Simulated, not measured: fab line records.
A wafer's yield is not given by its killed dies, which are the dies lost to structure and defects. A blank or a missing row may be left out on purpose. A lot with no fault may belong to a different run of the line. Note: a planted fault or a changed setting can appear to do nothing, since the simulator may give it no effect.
Matching of chambers :: flow gf180mcu :: GF_MIM_CVD_05 on pecvd-03: 3 sister chambers
The step deposits Si3N4, target thk 42 nm, time 29.086 s. 6 wafers are shown with their chamber, then 10 later ones without.

## WAFERS, EACH WITH ITS CHAMBER
wafer: L087.1
chamber: 1
heaterPowerW (W): 497

wafer: L089.4
chamber: 2
heaterPowerW (W): 617

wafer: L089.5
chamber: 1
heaterPowerW (W): 495

wafer: L089.6
chamber: 0
heaterPowerW (W): 614

wafer: L093.1
chamber: 2
heaterPowerW (W): 639

wafer: L093.5
chamber: 0
heaterPowerW (W): 581

## WAFERS WITH NO CHAMBER GIVEN
wafer: L093.6
heaterPowerW (W): 632

wafer: L094.2
heaterPowerW (W): 665

wafer: L094.3
heaterPowerW (W): 673

wafer: L094.5
heaterPowerW (W): 681

wafer: L095.1
heaterPowerW (W): 478

wafer: L095.2
heaterPowerW (W): 617

wafer: L095.6
heaterPowerW (W): 475

wafer: L096.3
heaterPowerW (W): 532

wafer: L096.4
heaterPowerW (W): 645

wafer: L096.5
heaterPowerW (W): 697

## WHICH CHAMBER EACH ONE RAN IN
wafer: L093.6
from the rows above: can't be placed: 2 or 0
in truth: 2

wafer: L094.2
from the rows above: can't be placed: 2 or 0
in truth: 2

wafer: L094.3
from the rows above: can't be placed: 2 or 0
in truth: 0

wafer: L094.5
from the rows above: can't be placed: 2 or 0
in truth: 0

wafer: L095.1
from the rows above: 1
in truth: 1

wafer: L095.2
from the rows above: can't be placed: 2 or 0
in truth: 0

wafer: L095.6
from the rows above: 1
in truth: 1

wafer: L096.3
from the rows above: can't be placed: 1 or 0
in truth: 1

wafer: L096.4
from the rows above: can't be placed: 2 or 0
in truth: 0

wafer: L096.5
from the rows above: can't be placed: 2 or 0
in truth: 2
2 of 10 placed correctly. Can't be placed from these rows: 8 (the true chamber is among the candidates in 8). 0 placed wrongly.
How it was worked out, from the rows above alone: a wafer's distance from a chamber is the root of the sum, over the readings, of the square of ((its reading less the chamber's mean) divided by the reading's scatter). If the next closest chamber is less than 2 further off than the closest, the wafer can't be placed; otherwise it belongs to the closest. Each chamber's mean is taken over the wafers shown for it. The scatter is the square root of a quotient: the sum, over the shown wafers, of each reading's squared deviation from its chamber's mean, divided by wafers minus chambers.
